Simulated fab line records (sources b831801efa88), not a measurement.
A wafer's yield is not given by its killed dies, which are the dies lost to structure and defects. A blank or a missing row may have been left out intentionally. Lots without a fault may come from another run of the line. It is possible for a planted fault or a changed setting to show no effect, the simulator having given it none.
fab line records | flow sky130
[record] lots = 6 | wafers = 18 | lastDay = 50
route steps=708 shown METAL3@536 CAPM@537 PAD_OPEN@708
lots untouched by any fault: they come from a run of this same line in which no faults occurred
startH: start of the lot's first displayed wafer, in hours after the record's first day | waitH: time in hours since the lot's previous step | " as in the row above | L1.1+2: a single row standing in for several wafers | - either no value or no given start | * or withheld: withheld | < > ~ a bound
route shown NAME@n: a module of which the file shows steps, and the number in the route of the first | usual: mean/standard deviation of fault-free wafers | same: alike in all rows | chamber/n: place in a boat | sites: per-site readings | _std_site: how widely they spread, as a standard deviation | _edge_site: mean of outer sites minus mean of inner sites | radiusMm: how far each site lies from the wafer's centre | mask NAME#n: copy n | behind: tool/chamber where the wafer was last shaped | hold: why the lot was held/for how many hours/how that ended | device: whichever transistor did not switch (one of n, p or np) | end of line: tests of these same wafers at the route's end | a step with no rows: only its recipe | killed: dies that structure and defects cost at the first sort, which is not the same as the wafer's yield | map: dies across one wafer; x = killed, . = not, _ = none there
set.NAME: the setting the step ran with; set.NAME@STEP: the setting that earlier step ran with | model.NAME: the simulator's own value behind a step, which no gauge read
a table for each step, a row for each wafer; lots at some steps of the route
services: when a tool's chamber went out of use (startH, in hours from the record's first day, below 0 if earlier), for how many hours, and the reason
[[steps]]
[step SKY_METAL3_SPUTTER_04]
[recipe] material = TiN | targetThkNm = 70 | powerW = 6500 | timeS = 58.3 | chamberPressurePa = 0.4
[usual] throttleValvePct = 29.7/1.3
lot.wafer | tool          | chamber | startH  | waitH | throttleValvePct
L727.1    | pvdSputter-02 | -       | 866.02  | 0.0   | 31.1
L727.2    | "             | -       | "       | "     | 27.4
L727.3    | "             | -       | "       | "     | 29.4
L735.2    | pvdSputter-02 | -       | 930.18  | 0.0   | 29.9
L735.5    | "             | -       | "       | "     | 30.0
L735.6    | "             | -       | "       | "     | 31.2
L736.1    | pvdSputter-04 | -       | 937.79  | 0.0   | 30.1
L736.5    | "             | -       | "       | "     | 29.3
L736.6    | "             | -       | "       | "     | 28.7
L737.1    | pvdSputter-02 | -       | 942.72  | 0.0   | 29.1
L737.2    | "             | -       | "       | "     | 30.0
L737.5    | "             | -       | "       | "     | 31.0
L745.1    | pvdSputter-04 | -       | 996.41  | 0.0   | 30.1
L745.2    | "             | -       | "       | "     | 28.6
L745.4    | "             | -       | "       | "     | 27.4
L748.1    | pvdSputter-04 | -       | 1018.67 | 0.0   | 27.6
L748.4    | "             | -       | "       | "     | 29.1
L748.6    | "             | -       | "       | "     | 27.6
[step SKY_CAPM_CVD_00]
[recipe] material = SiO2 | targetThkNm = 15.5 | tempC = 400 | timeS = withheld | rfW = 450
[usual] heaterPowerW = 718/88 | susceptorTempC = 399.96/0.21
lot.wafer | tool     | chamber | startH  | waitH | heaterPowerW | susceptorTempC
L727.1    | pecvd-03 | 2       | 866.07  | 0.0   | 590          | 400.10
L727.2    | "        | 1       | "       | "     | 686          | 399.81
L727.3    | "        | 0       | "       | "     | 858          | 399.71
L735.2    | pecvd-02 | 1       | 930.23  | 0.0   | 673          | 399.97
L735.5    | "        | 0       | "       | "     | 722          | 399.91
L735.6    | "        | 2       | "       | "     | 800          | 399.72
L736.1    | pecvd-01 | 1       | 937.84  | 0.0   | 694          | 400.01
L736.5    | "        | 0       | "       | "     | 766          | 399.83
L736.6    | "        | 1       | "       | "     | 713          | 400.24
L737.1    | pecvd-01 | 0       | 942.77  | 0.0   | 723          | 400.37
L737.2    | "        | 1       | "       | "     | 691          | 399.82
L737.5    | "        | 2       | "       | "     | 845          | 399.90
L745.1    | pecvd-03 | 2       | 996.45  | 0.0   | 629          | 400.08
L745.2    | "        | 0       | "       | "     | 862          | 399.77
L745.4    | "        | 2       | "       | "     | 628          | 400.40
L748.1    | pecvd-02 | 1       | 1018.72 | 0.0   | 712          | 399.74
L748.4    | "        | 0       | "       | "     | 585          | 399.74
L748.6    | "        | 1       | "       | "     | 695          | 399.87
[step SKY_CAPM_THK_MEAS_01]
[recipe] reads = SiO2_of_CAPM_CVD_00
[usual] CAPM_CVD_00_THK = 15.46/0.25
lot.wafer | tool         | chamber | startH  | waitH | CAPM_CVD_00_THK[nm]
L727.1    | filmMetro-04 | -       | 866.09  | -     | 15.31
L727.2    | "            | -       | "       | "     | 15.54
L727.3    | "            | -       | "       | "     | 15.18
L735.2    | filmMetro-02 | -       | 930.26  | -     | 15.42
L735.5    | "            | -       | "       | "     | 15.55
L735.6    | "            | -       | "       | "     | 15.99
L736.1    | filmMetro-02 | -       | 937.86  | -     | 14.90
L736.5    | "            | -       | "       | "     | 15.03
L736.6    | "            | -       | "       | "     | 15.16
L737.1    | filmMetro-04 | -       | 942.79  | -     | 14.98
L737.2    | "            | -       | "       | "     | 15.10
L737.5    | "            | -       | "       | "     | 15.54
L745.1    | filmMetro-02 | -       | 996.48  | -     | 15.21
L745.2    | "            | -       | "       | "     | 14.98
L745.4    | "            | -       | "       | "     | 15.41
L748.1    | filmMetro-02 | -       | 1018.74 | -     | 15.33
L748.4    | "            | -       | "       | "     | 15.61
L748.6    | "            | -       | "       | "     | 15.54
[step SKY_CAPM_SPUTTER_02]
[recipe] material = TiN | targetThkNm = 200 | tempC = 300 | powerW = 6500 | timeS = 166.7 | chamberPressurePa = 0.4
[usual] susceptorTempC = 300.01/0.17 | throttleValvePct = 29.4/0.91
lot.wafer | tool          | chamber | startH  | waitH | susceptorTempC | throttleValvePct
L727.1    | pvdSputter-01 | -       | 866.15  | 0.1   | 299.77         | 29.6
L727.2    | "             | -       | "       | "     | 300.02         | 29.0
L727.3    | "             | -       | "       | "     | 299.89         | 28.9
L735.2    | pvdSputter-01 | -       | 930.31  | 0.0   | 299.99         | 28.9
L735.5    | "             | -       | "       | "     | 300.11         | 29.1
L735.6    | "             | -       | "       | "     | 300.05         | 30.5
L736.1    | pvdSputter-01 | -       | 937.92  | 0.1   | 299.96         | 30.3
L736.5    | "             | -       | "       | "     | 300.17         | 29.4
L736.6    | "             | -       | "       | "     | 300.05         | 29.1
L737.1    | pvdSputter-04 | -       | 942.85  | 0.1   | 300.15         | 28.9
L737.2    | "             | -       | "       | "     | 299.94         | 29.9
L737.5    | "             | -       | "       | "     | 300.00         | 28.8
L745.1    | pvdSputter-02 | -       | 996.54  | 0.1   | 299.69         | 29.9
L745.2    | "             | -       | "       | "     | 300.22         | 31.0
L745.4    | "             | -       | "       | "     | 300.02         | 27.5
L748.1    | pvdSputter-01 | -       | 1018.80 | 0.1   | 300.24         | 29.7
L748.4    | "             | -       | "       | "     | 300.10         | 28.8
L748.6    | "             | -       | "       | "     | 300.36         | 28.9
[step SKY_CAPM_RS_MEAS_03]
[recipe] thkMeasGauge = four-point-probe | reads = TiN_of_CAPM_SPUTTER_02
[usual] CAPM_TIN_RS = 7.01/0.094
lot.wafer | tool         | chamber | startH  | waitH | CAPM_TIN_RS[ohm/sq]
L727.1    | filmMetro-02 | -       | 866.26  | 0.1   | 7.05
L727.2    | "            | -       | "       | "     | 7.12
L727.3    | "            | -       | "       | "     | 7.11
L735.2    | filmMetro-04 | -       | 930.44  | 0.1   | 7.14
L735.5    | "            | -       | "       | "     | 7.18
L735.6    | "            | -       | "       | "     | 7.19
L736.1    | filmMetro-04 | -       | 938.03  | 0.1   | 7.04
L736.5    | "            | -       | "       | "     | 6.93
L736.6    | "            | -       | "       | "     | 7.07
L737.1    | filmMetro-02 | -       | 942.96  | 0.1   | 6.92
L737.2    | "            | -       | "       | "     | 7.10
L737.5    | "            | -       | "       | "     | 6.86
L745.1    | filmMetro-03 | -       | 996.65  | 0.1   | 6.93
L745.2    | "            | -       | "       | "     | 6.96
L745.4    | "            | -       | "       | "     | 7.09
L748.1    | filmMetro-04 | -       | 1018.91 | 0.1   | 7.01
L748.4    | "            | -       | "       | "     | 7.25
L748.6    | "            | -       | "       | "     | 7.17
[step SKY_CAPM_THK_MEAS_04]
[recipe] thkMeasGauge = xrf | reads = TiN_of_CAPM_SPUTTER_02
[usual] CAPM_TIN_THK = 196.9/2.6
lot.wafer | tool         | chamber | startH  | waitH | CAPM_TIN_THK[nm]
L727.1    | filmMetro-02 | -       | 866.38  | 0.1   | 194.5
L727.2    | "            | -       | "       | "     | 193.3
L727.3    | "            | -       | "       | "     | 193.7
L735.2    | filmMetro-04 | -       | 930.55  | 0.1   | 193.4
L735.5    | "            | -       | "       | "     | 192.4
L735.6    | "            | -       | "       | "     | 193.6
L736.1    | filmMetro-04 | -       | 938.15  | 0.1   | 196.9
L736.5    | "            | -       | "       | "     | 199.7
L736.6    | "            | -       | "       | "     | 195.2
L737.1    | filmMetro-02 | -       | 943.08  | 0.1   | 198.5
L737.2    | "            | -       | "       | "     | 194.9
L737.5    | "            | -       | "       | "     | 200.2
L745.1    | filmMetro-03 | -       | 996.77  | 0.1   | 196.6
L745.2    | "            | -       | "       | "     | 196.7
L745.4    | "            | -       | "       | "     | 193.4
L748.1    | filmMetro-04 | -       | 1019.03 | 0.1   | 197.4
L748.4    | "            | -       | "       | "     | 191.8
L748.6    | "            | -       | "       | "     | 193.5
[step SKY_CAPM_DEHYDRATE_05]
[recipe] tempC = 200 | timeS = 60
[step SKY_CAPM_HMDS_06]
[recipe] primeTimeS = 60 | primeTempC = 120
[step SKY_CAPM_COAT_07]
[recipe] resist = NOVOLAK | spinRpm = 3000 | resistThkNm = 1140
[step SKY_CAPM_SOFTBAKE_08]
[recipe] tempC = 90 | timeS = 60 | resist = NOVOLAK
[step SKY_CAPM_EXPOSE_09]
[recipe] maskId = CAPM | na = 0.6 | sourceShape = conventional | sigmaOuter = 0.6 | polarization = unpolarized | targetCdNm = 1000 | doseMj = 159
[step SKY_CAPM_PEB_10]
[recipe] tempC = withheld | timeS = * | resist = NOVOLAK
[step SKY_CAPM_DEVELOP_11]
[recipe] resist = NOVOLAK | developer = TMAH | developTimeS = 60 | devTempC = 23
lot.wafer  | tool          | chamber | startH  | waitH
L727.1+2+3 | lithoTrack-02 | 0       | 891.83  | 0.1
L735.2+5+6 | lithoTrack-01 | 0       | 954.37  | 0.1
L736.1+5+6 | lithoTrack-02 | 0       | 961.88  | 0.1
L737.1+2+5 | lithoTrack-02 | 0       | 966.48  | 0.1
L745.1+2+4 | lithoTrack-01 | 0       | 1019.59 | 0.1
L748.1+4+6 | lithoTrack-01 | 0       | 1040.59 | 0.1
[step SKY_CAPM_OVL_MEAS_12]
[usual] CAPM_OVL = 0.7/1.3
lot.wafer | tool       | chamber | startH  | waitH | CAPM_OVL[nm]
L727.1    | overlay-02 | -       | 891.98  | 0.1   | 1.4
L727.2    | "          | -       | "       | "     | 2.0
L727.3    | "          | -       | "       | "     | 0.6
L735.2    | overlay-01 | -       | 954.50  | 0.1   | 0.3
L735.5    | "          | -       | "       | "     | -2.2
L735.6    | "          | -       | "       | "     | -1.2
L736.1    | overlay-01 | -       | 962.03  | 0.1   | 1.1
L736.5    | "          | -       | "       | "     | 1.4
L736.6    | "          | -       | "       | "     | 1.1
L737.1    | overlay-02 | -       | 966.63  | 0.1   | 0.8
L737.2    | "          | -       | "       | "     | -0.7
L737.5    | "          | -       | "       | "     | -1.6
L745.1    | overlay-02 | -       | 1019.74 | 0.1   | 3.1
L745.2    | "          | -       | "       | "     | 1.9
L745.4    | "          | -       | "       | "     | 1.5
L748.1    | overlay-02 | -       | 1040.74 | 0.1   | -1.0
L748.4    | "          | -       | "       | "     | 0.6
L748.6    | "          | -       | "       | "     | -1.4
[step SKY_CAPM_METAL_ETCH_13]
[recipe] targetDepthNm = 220 | stopOn = SiO2 | chemistry = Cl2/BCl3 | target = TiN | pressureMtorr = 10 | icpW = 900 | biasW = 48.5 | Cl2_flow_sccm = 60 | bcl3FlowSccm = 30 | timeS = 62.9
[usual] bcl3FlowSccm = 29.97/0.087 | drypumpMotorCurrentA = 5.9/0.39 | oesProductAu = 0.934/0.0088 | throttleValvePct = 21.906/0.0091
lot.wafer | tool        | chamber | startH  | waitH | bcl3FlowSccm | drypumpMotorCurrentA | oesProductAu | rfHoursCounterH | throttleValvePct | model.CAPM.cdNm
L727.1    | rieMetal-03 | 1       | 892.02  | 0.0   | 29.99        | 6.1                  | 0.936        | 16              | 21.908           | 1000
L727.2    | "           | 0       | "       | "     | 30.00        | 6.4                  | 0.930        | 9               | 21.909           | 1001
L727.3    | "           | 0       | "       | "     | 29.93        | 6.4                  | 0.926        | -               | 21.920           | 1003
L735.2    | rieMetal-03 | 0       | 954.53  | 0.0   | 29.96        | 6.4                  | 0.923        | 13              | 21.902           | 1003
L735.5    | "           | 0       | "       | "     | 30.10        | 6.4                  | 0.915        | -               | 21.918           | 1002
L735.6    | "           | 1       | "       | "     | 29.99        | 6.1                  | 0.918        | -               | 21.916           | 1001
L736.1    | rieMetal-01 | 0       | 962.07  | 0.0   | 30.05        | 5.4                  | 0.923        | 11              | 21.904           | 993.4
L736.5    | "           | 0       | "       | "     | 29.98        | 5.4                  | 0.944        | -               | 21.910           | 993
L736.6    | "           | 1       | "       | "     | 29.86        | 6.1                  | 0.926        | -               | 21.908           | 996.4
L737.1    | rieMetal-03 | 0       | 966.67  | 0.0   | 29.78        | 6.4                  | 0.950        | 14              | 21.900           | 999.7
L737.2    | "           | 1       | "       | "     | 29.81        | 6.1                  | 0.927        | 1               | 21.908           | 997.6
L737.5    | "           | 0       | "       | "     | 29.86        | 6.5                  | 0.943        | -               | 21.906           | 1000
L745.1    | rieMetal-03 | 0       | 1019.78 | 0.0   | 30.05        | 6.4                  | 0.943        | 15              | 21.911           | 999.2
L745.2    | "           | 1       | "       | "     | 30.06        | 6.2                  | 0.939        | 4               | 21.897           | 999.4
L745.4    | "           | 1       | "       | "     | 30.11        | 6.1                  | 0.935        | -               | 21.898           | 1001
L748.1    | rieMetal-04 | 0       | 1040.78 | 0.0   | 30.01        | 6.2                  | 0.937        | 6               | 21.907           | 996.8
L748.4    | "           | 0       | "       | "     | 30.12        | 6.2                  | 0.913        | -               | 21.920           | 996.4
L748.6    | "           | 1       | "       | "     | 29.90        | 5.5                  | 0.912        | -               | 21.910           | 998
[step SKY_CAPM_STRIP_14]
[recipe] chemistry = O2/N2 | powerW = 1400 | pressureMtorr = 1500 | platenTempC = withheld | o2FlowSccm = 3000 | n2FlowSccm = 300 | overashFraction = 0.5
[usual] drypumpMotorCurrentA = 5.7/0.77 | oesProductAu = 0.710/0.0045 | stripTimeToEndpointS = 12.66/0.044
lot.wafer | tool           | chamber | startH  | waitH | drypumpMotorCurrentA | oesProductAu | rfHoursCounterH | stripTimeToEndpointS
L727.1    | plasmaAsher-01 | 1       | 892.09  | 0.1   | 6.7                  | 0.709        | 51              | 12.63
L727.2    | "              | 0       | "       | "     | 5.9                  | 0.711        | 51              | 12.57
L727.3    | "              | 1       | "       | "     | 6.7                  | 0.708        | -               | 12.57
L735.2    | plasmaAsher-02 | 1       | 954.60  | 0.1   | 5.1                  | 0.714        | 109             | 12.60
L735.5    | "              | 1       | "       | "     | 5.1                  | 0.709        | -               | 12.62
L735.6    | "              | 0       | "       | "     | 4.8                  | 0.715        | -               | 12.67
L736.1    | plasmaAsher-02 | 1       | 962.15  | 0.1   | 5.0                  | 0.709        | 110             | 12.71
L736.5    | "              | 0       | "       | "     | 4.8                  | 0.718        | -               | 12.66
L736.6    | "              | 1       | "       | "     | 5.1                  | 0.710        | -               | 12.70
L737.1    | plasmaAsher-02 | 0       | 966.75  | 0.1   | 4.8                  | 0.709        | 111             | 12.62
L737.2    | "              | 1       | "       | "     | 5.1                  | 0.705        | 111             | 12.66
L737.5    | "              | 0       | "       | "     | 4.8                  | 0.705        | -               | 12.59
L745.1    | plasmaAsher-02 | 1       | 1019.85 | 0.1   | 5.0                  | 0.705        | 117             | 12.62
L745.2    | "              | 0       | "       | "     | 4.8                  | 0.712        | 117             | 12.68
L745.4    | "              | 0       | "       | "     | 4.8                  | 0.711        | -               | 12.67
L748.1    | plasmaAsher-01 | 1       | 1040.85 | 0.1   | 6.7                  | 0.714        | 68              | 12.63
L748.4    | "              | 0       | "       | "     | 5.9                  | 0.704        | -               | 12.68
L748.6    | "              | 0       | "       | "     | 5.9                  | 0.702        | -               | 12.60
[step SKY_PAD_OPEN_PROBE_99]
[usual] defectLimitedYield = 82.9/2.2 | killed_at_M0_to_M3 = 42/7 | killed_at_M4_up = 2.8/1.8 | killedAtContacts = 24/5.8 | killedAtFrontEnd = 15/4.8 | killedAtOther = 0.3/0.56 | killedDies = 84/11 | killedOnRim = 17/4.2 | killedOpen = 46/7.8 | killedShort = 38/6.3 | sort_bin_3_pad_short = 0.8/0.43 | sort_bin_5_function = 10.2/1.6 | sort_bin_6_memory = 6.0/1.1 | sortNPass = 408/11 | sortYieldPct = 82.9/2.2
[same] grossDies = 492 | killedAtBackSide = 0 | sort_bin_4_leakage[%] = 0 | sort_bin_8_speed[%] = 0
lot.wafer | tool      | chamber | startH  | waitH | defectLimitedYield[%] | killed_at_M0_to_M3 | killed_at_M4_up | killedAtContacts | killedAtFrontEnd | killedAtOther | killedDies | killedOnRim | killedOpen | killedShort | sort_bin_3_pad_short[%] | sort_bin_5_function[%] | sort_bin_6_memory[%] | sortNPass | sortYieldPct[%]
L727.1    | prober-01 | -       | 1090.82 | 0.1   | 83.3                  | 46                 | 3               | 19               | 13               | 1             | 82         | 15          | 47         | 35          | 0.6                     | 8.3                    | 7.7                  | 410       | 83.3
L727.2    | prober-01 | -       | 1090.87 | 0.1   | 80.9                  | 47                 | 1               | 21               | 25               | 0             | 94         | 21          | 48         | 46          | 1.0                     | 12.0                   | 6.1                  | 398       | 80.9
L727.3    | prober-01 | -       | 1090.92 | 0.2   | 84.8                  | 38                 | 2               | 21               | 13               | 1             | 75         | 13          | 40         | 35          | 0.8                     | 8.3                    | 6.1                  | 417       | 84.8
L735.2    | prober-01 | -       | 1140.06 | 0.1   | 80.7                  | 46                 | 4               | 29               | 16               | 0             | 95         | 20          | 53         | 42          | 0.6                     | 11.0                   | 7.7                  | 397       | 80.7
L735.5    | prober-01 | -       | 1140.21 | 0.2   | 83.7                  | 41                 | 1               | 20               | 17               | 1             | 80         | 12          | 36         | 44          | 0.6                     | 9.8                    | 5.9                  | 412       | 83.7
L735.6    | prober-01 | -       | 1140.26 | 0.2   | 84.6                  | 36                 | 1               | 22               | 17               | 0             | 76         | 12          | 45         | 31          | 0.6                     | 8.5                    | 6.3                  | 416       | 84.6
L736.1    | prober-02 | -       | 1145.54 | 0.1   | 80.5                  | 49                 | 1               | 24               | 21               | 1             | 96         | 21          | 52         | 44          | 1.2                     | 12.8                   | 5.5                  | 396       | 80.5
L736.5    | prober-02 | -       | 1145.74 | 0.2   | 80.7                  | 50                 | 2               | 26               | 16               | 1             | 95         | 15          | 50         | 44          | 1.0                     | 11.0                   | 7.3                  | 397       | 80.7
L736.6    | prober-02 | -       | 1145.79 | 0.2   | 81.9                  | 47                 | 2               | 24               | 16               | 0             | 89         | 21          | 54         | 35          | 0.6                     | 12.2                   | 5.3                  | 403       | 81.9
L737.1    | prober-01 | -       | 1148.56 | 0.1   | 84.8                  | 39                 | 2               | 18               | 16               | 0             | 75         | 19          | 42         | 33          | 1.2                     | 9.3                    | 4.7                  | 417       | 84.8
L737.2    | prober-01 | -       | 1148.61 | 0.1   | 80.1                  | 50                 | 5               | 28               | 15               | 0             | 98         | 20          | 59         | 39          | 1.0                     | 12.8                   | 6.1                  | 394       | 80.1
L737.5    | prober-01 | -       | 1148.76 | 0.2   | 79.3                  | 38                 | 3               | 40               | 20               | 1             | 102        | 25          | 53         | 48          | 0.8                     | 12.0                   | 7.9                  | 390       | 79.3
L745.1    | prober-01 | -       | 1187.21 | 0.1   | 86.2                  | 44                 | 4               | 16               | 4                | 0             | 68         | 8           | 34         | 34          | 0.4                     | 7.7                    | 5.7                  | 424       | 86.2
L745.2    | prober-01 | -       | 1187.26 | 0.1   | 87.0                  | 30                 | 1               | 16               | 17               | 0             | 64         | 13          | 27         | 37          | 1.4                     | 7.7                    | 3.9                  | 428       | 87.0
L745.4    | prober-01 | -       | 1187.36 | 0.2   | 82.3                  | 43                 | 2               | 27               | 15               | 0             | 87         | 20          | 53         | 34          | 0.6                     | 12.4                   | 4.7                  | 405       | 82.3
L748.1    | prober-02 | -       | 1203.40 | 0.1   | 83.3                  | 33                 | 4               | 35               | 10               | 0             | 82         | 15          | 42         | 40          | 0.6                     | 10.0                   | 6.1                  | 410       | 83.3
L748.4    | prober-02 | -       | 1203.55 | 0.2   | 88.6                  | 29                 | 0               | 21               | 6                | 0             | 56         | 12          | 33         | 23          | 0.4                     | 6.5                    | 4.5                  | 436       | 88.6
L748.6    | prober-02 | -       | 1203.65 | 0.2   | 85.2                  | 38                 | 5               | 24               | 6                | 0             | 73         | 18          | 34         | 39          | 0.8                     | 8.7                    | 5.3                  | 419       | 85.2
// killed by level:class
L727.1 VIA2:geometricParticle:open=12 VIA1:geometricParticle:open=10 METAL1:geometricParticle:short=7 LI_CONTACT:geometricParticle:open=7 CONTACT:geometricParticle:open=7 FIELD_ISO:geometricParticle:short=6 METAL2:geometricParticle:short=5 VIA3:geometricParticle:open=4
L727.2 VIA1:geometricParticle:open=10 FIELD_ISO:geometricParticle:open=7 VIA2:geometricParticle:open=7 FIELD_ISO:geometricParticle:short=6 METAL2:geometricParticle:short=6 CONTACT:geometricParticle:short=6 LI_CONTACT:geometricParticle:open=5 VIA3:geometricParticle:short=5
L727.3 VIA3:geometricParticle:open=12 CONTACT:geometricParticle:open=7 CONTACT:geometricParticle:short=7 FIELD_ISO:geometricParticle:short=5 LI_CONTACT:geometricParticle:open=5 METAL2:geometricParticle:short=5 FIELD_ISO:geometricParticle:open=4 VIA1:geometricParticle:short=4
L735.2 VIA1:geometricParticle:open=10 VIA3:geometricParticle:open=9 CONTACT:geometricParticle:short=7 CONTACT:geometricParticle:open=6 LI_CONTACT:geometricParticle:open=6 VIA2:geometricParticle:open=5 FIELD_ISO:geometricParticle:short=4 METAL1:geometricParticle:short=4
L735.5 METAL1:geometricParticle:short=8 VIA1:geometricParticle:open=8 FIELD_ISO:geometricParticle:open=5 METAL2:geometricParticle:short=5 METAL3:geometricParticle:short=5 POLY_GATE:geometricParticle:open=4 LI_CONTACT:geometricParticle:short=4 LI_CONTACT:geometricParticle:open=4
L735.6 CONTACT:geometricParticle:open=9 VIA1:geometricParticle:open=8 POLY_GATE:geometricParticle:open=6 METAL2:geometricParticle:short=6 LI_CONTACT:geometricParticle:open=5 VIA3:geometricParticle:open=5 POLY_GATE:geometricParticle:short=4 VIA1:geometricParticle:short=4
L736.1 VIA1:geometricParticle:open=15 CONTACT:geometricParticle:open=12 VIA1:geometricParticle:short=7 VIA3:geometricParticle:open=6 FIELD_ISO:geometricParticle:open=5 POLY_GATE:geometricParticle:short=5 VIA2:geometricParticle:open=5 CONTACT:geometricParticle:short=5
L736.5 VIA1:geometricParticle:open=14 CONTACT:geometricParticle:open=10 VIA1:geometricParticle:short=9 LOCAL_INTERCONNECT:geometricParticle:short=8 VIA2:geometricParticle:open=7 LI_CONTACT:geometricParticle:open=5 METAL2:geometricParticle:short=5 VIA3:geometricParticle:open=5
L736.6 VIA1:geometricParticle:open=15 CONTACT:geometricParticle:open=9 FIELD_ISO:geometricParticle:open=7 LI_CONTACT:geometricParticle:open=7 VIA1:geometricParticle:short=7 CONTACT:geometricParticle:short=6 METAL1:geometricParticle:short=5 METAL3:geometricParticle:short=5
L737.1 VIA2:geometricParticle:open=11 VIA3:geometricParticle:open=7 VIA1:geometricParticle:open=7 LI_CONTACT:geometricParticle:open=6 CONTACT:geometricParticle:short=6 FIELD_ISO:geometricParticle:short=5 CONTACT:geometricParticle:open=5 POLY_GATE:geometricParticle:short=4
L737.2 VIA1:geometricParticle:open=11 CONTACT:geometricParticle:open=10 VIA2:geometricParticle:open=9 METAL1:geometricParticle:short=8 VIA3:geometricParticle:open=8 CONTACT:geometricParticle:short=7 LI_CONTACT:geometricParticle:open=6 POLY_GATE:geometricParticle:open=5
L737.5 CONTACT:geometricParticle:open=18 VIA3:geometricParticle:open=8 VIA1:geometricParticle:open=7 CONTACT:geometricParticle:short=7 POLY_GATE:geometricParticle:short=6 LI_CONTACT:geometricParticle:open=6 FIELD_ISO:geometricParticle:short=5 FIELD_ISO:geometricParticle:open=4
L745.1 VIA1:geometricParticle:short=9 VIA1:geometricParticle:open=8 VIA2:geometricParticle:open=8 CONTACT:geometricParticle:open=5 LOCAL_INTERCONNECT:geometricParticle:short=4 METAL2:geometricParticle:short=4 LI_CONTACT:geometricParticle:open=3 CONTACT:geometricParticle:short=3
L745.2 METAL2:geometricParticle:short=7 POLY_GATE:geometricParticle:open=6 POLY_GATE:geometricParticle:short=5 VIA1:geometricParticle:open=5 VIA2:geometricParticle:open=5 LI_CONTACT:geometricParticle:short=4 CONTACT:geometricParticle:open=4 LI_CONTACT:geometricParticle:open=3
L745.4 CONTACT:geometricParticle:open=12 VIA1:geometricParticle:open=10 VIA2:geometricParticle:open=9 LI_CONTACT:geometricParticle:open=8 METAL1:geometricParticle:short=8 POLY_GATE:geometricParticle:short=7 VIA3:geometricParticle:open=4 POLY_GATE:geometricParticle:open=3
L748.1 CONTACT:geometricParticle:open=11 LI_CONTACT:geometricParticle:open=9 VIA1:geometricParticle:open=7 VIA2:geometricParticle:open=6 METAL2:geometricParticle:short=6 LI_CONTACT:geometricParticle:short=5 CONTACT:geometricParticle:short=5 LOCAL_INTERCONNECT:geometricParticle:short=4
L748.4 LI_CONTACT:geometricParticle:open=8 VIA3:geometricParticle:open=5 CONTACT:geometricParticle:open=5 VIA2:geometricParticle:open=4 FIELD_ISO:geometricParticle:open=3 METAL2:geometricParticle:open=3 LOCAL_INTERCONNECT:geometricParticle:short=3 VIA1:geometricParticle:short=3
L748.6 CONTACT:geometricParticle:open=9 LI_CONTACT:geometricParticle:open=6 METAL2:geometricParticle:short=6 LI_CONTACT:geometricParticle:short=5 VIA2:geometricParticle:open=5 VIA1:geometricParticle:short=5 VIA1:geometricParticle:open=4 METAL1:geometricParticle:short=4
[[services]]
tool           | chamber | startH  | hours | kind
pvdSputter-04  | -       | 857.37  | 13.4  | repair
plasmaAsher-01 | -       | 860.48  | 1.4   | repair
plasmaAsher-01 | -       | 875.32  | 1.2   | repair
pecvd-01       | -       | 880.56  | 0.5   | repair
plasmaAsher-02 | -       | 880.67  | 14.6  | pm
pecvd-02       | -       | 883.30  | 3.1   | repair
pvdSputter-01  | -       | 884.84  | 0.6   | repair
pvdSputter-02  | -       | 887.76  | 7.1   | repair
rieMetal-04    | -       | 889.96  | 2.8   | pm
pvdSputter-04  | -       | 896.00  | 9.3   | repair
pvdSputter-04  | -       | 896.28  | 6.1   | repair
plasmaAsher-02 | -       | 897.25  | 16.6  | repair
pvdSputter-04  | -       | 898.52  | 14.9  | repair
pecvd-03       | 1       | 923.96  | 19.4  | repair
pvdSputter-04  | -       | 938.80  | 2.7   | repair
pvdSputter-02  | -       | 943.68  | 0.5   | repair
pvdSputter-01  | -       | 948.57  | 15.8  | repair
pecvd-01       | -       | 974.17  | 16.3  | repair
rieMetal-03    | 0       | 975.18  | 21.3  | repair
pecvd-02       | 1       | 978.51  | 7.4   | repair
rieMetal-03    | -       | 1002.87 | 0.5   | repair
pvdSputter-01  | -       | 1004.35 | 3.2   | repair
pecvd-01       | 2       | 1023.14 | 4.7   | repair
rieMetal-03    | -       | 1037.16 | 14.6  | pm
[[key]]
firstSign none at tools or gauges
[modelEffect] step = SKY_CAPM_METAL_ETCH_13 | value = CAPM.cdNm | without = 1004 | struck = 996.7
metAt SKY_CAPM_DEVELOP_11
struckWafers L736.1,L736.5,L736.6,L737.1,L737.2,L737.5
onsetBetween 891.83 961.88
alsoFits SKY_CAPM_CVD_00:pecvd-01
[fault] kind = processParameterDrift | tool = lithoTrack-02 | chamber = - | onsetH = 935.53 | steps = SKY_CAPM_DEVELOP_11 | channel = developTimeS | offset = * | shape = step | endH = 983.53 | actsIn = * | stated = *
